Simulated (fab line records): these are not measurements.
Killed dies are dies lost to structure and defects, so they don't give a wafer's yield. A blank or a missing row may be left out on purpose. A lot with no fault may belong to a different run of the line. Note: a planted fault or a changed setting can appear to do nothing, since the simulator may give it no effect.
2 desks, one fault || flow sky130 || each desk has only its own numbers; what lay behind them comes last

## AT THE METROLOGY DESK
What the gauges read for every lot (on any tool): the sampled wafers with a number, averaged. A lot is out of limits, marked OUT, if its mean lies more than 4 standard deviations from the usual mean; the brackets give that distance.
Columns: A = GATE_OXIDE_OVL at SKY_GATE_OXIDE_OVL_MEAS_10, usual -0.2 nm; B = cd-nm at SKY_POLY_GATE_CD_MEAS_13, usual 150.2 nm
{"lot": "L605", "first seen here": "day 13 23:19", "A": -0.1, "B": 151.2}
{"lot": "L607", "first seen here": "day 14 08:37", "A": -0.7, "B": 150.6}
{"lot": "L611", "first seen here": "day 15 18:23", "A": 0.1, "B": 148.3}
{"lot": "L613", "first seen here": "day 16 17:53", "A": -0.4, "B": 151.6}
{"lot": "L614", "first seen here": "day 17 08:00", "A": -0.3, "B": 149.6}
{"lot": "L615", "first seen here": "day 18 03:35", "A": -0.3, "B": 150.0}
{"lot": "L619", "first seen here": "day 18 23:47", "A": 1.8, "B": 150.3}
{"lot": "L620", "first seen here": "day 19 18:26", "A": -0.9, "B": 151.4}
{"lot": "L622", "first seen here": "day 20 07:26", "A": -0.8, "B": 148.9}
{"lot": "L621", "first seen here": "day 20 07:44", "A": 0.3, "B": 149.6}
{"lot": "L625", "first seen here": "day 20 22:47", "A": -0.0, "B": 152.0}
{"lot": "L623", "first seen here": "day 20 23:08", "A": 0.5, "B": 149.0}
{"lot": "L624", "first seen here": "day 20 23:26", "A": 0.5, "B": 149.4}
{"lot": "L627", "first seen here": "day 21 21:14", "A": -1.1, "B": 152.8}
This desk found nothing out of limits on any of the 14 lots.

## TOOL OWNER'S DESK, furnace-01
The tool's own readings at SKY_POLY_GATE_OXIDATION_20 (stabilise 600 s, purge 300 s, target thk 4 nm): means of the sampled wafers that have a number, for each lot that ran on this tool. A lot is out of limits, marked OUT, if its mean lies more than 4 standard deviations from the usual mean; the brackets give that distance.
Columns: A = ox-temp-c at SKY_POLY_GATE_OXIDATION_20, usual 849.9 C; B = ox-temp-c-max at SKY_POLY_GATE_OXIDATION_20, usual 854.3; C = spike-tc-lower-C at SKY_POLY_GATE_OXIDATION_20, usual 851.1 C
{"lot": "L611", "first seen here": "day 18 16:15", "A": 849.5, "B": 853.2, "C": 852.3}
{"lot": "L613", "first seen here": "day 19 22:51", "A": 849.3, "B": 853.5, "C": 851.4}
{"lot": "L619", "first seen here": "day 22 00:48", "A": 849.9, "B": 854.4, "C": 850.6}
{"lot": "L620", "first seen here": "day 22 12:59", "A": 850.0, "B": 854.4, "C": 852.1}
{"lot": "L623", "first seen here": "day 23 19:16", "A": 850.0, "B": 854.2, "C": 851.4}
{"lot": "L624", "first seen here": "day 23 19:16", "A": 849.9, "B": 854.2, "C": 851.0}
{"lot": "L625", "first seen here": "day 23 19:16", "A": 850.1, "B": 854.4, "C": 850.8}
{"lot": "L627", "first seen here": "day 24 15:38", "A": 850.4, "B": 855.3, "C": 849.6}
This desk found nothing out of limits on any of the 8 lots.

## ALL TOGETHER
From the metrology desk's view, nothing was out of limits.
The tool owner's desk saw nothing out of limits.

## WHAT HAD BEEN PUT IN BY THE SIMULATOR
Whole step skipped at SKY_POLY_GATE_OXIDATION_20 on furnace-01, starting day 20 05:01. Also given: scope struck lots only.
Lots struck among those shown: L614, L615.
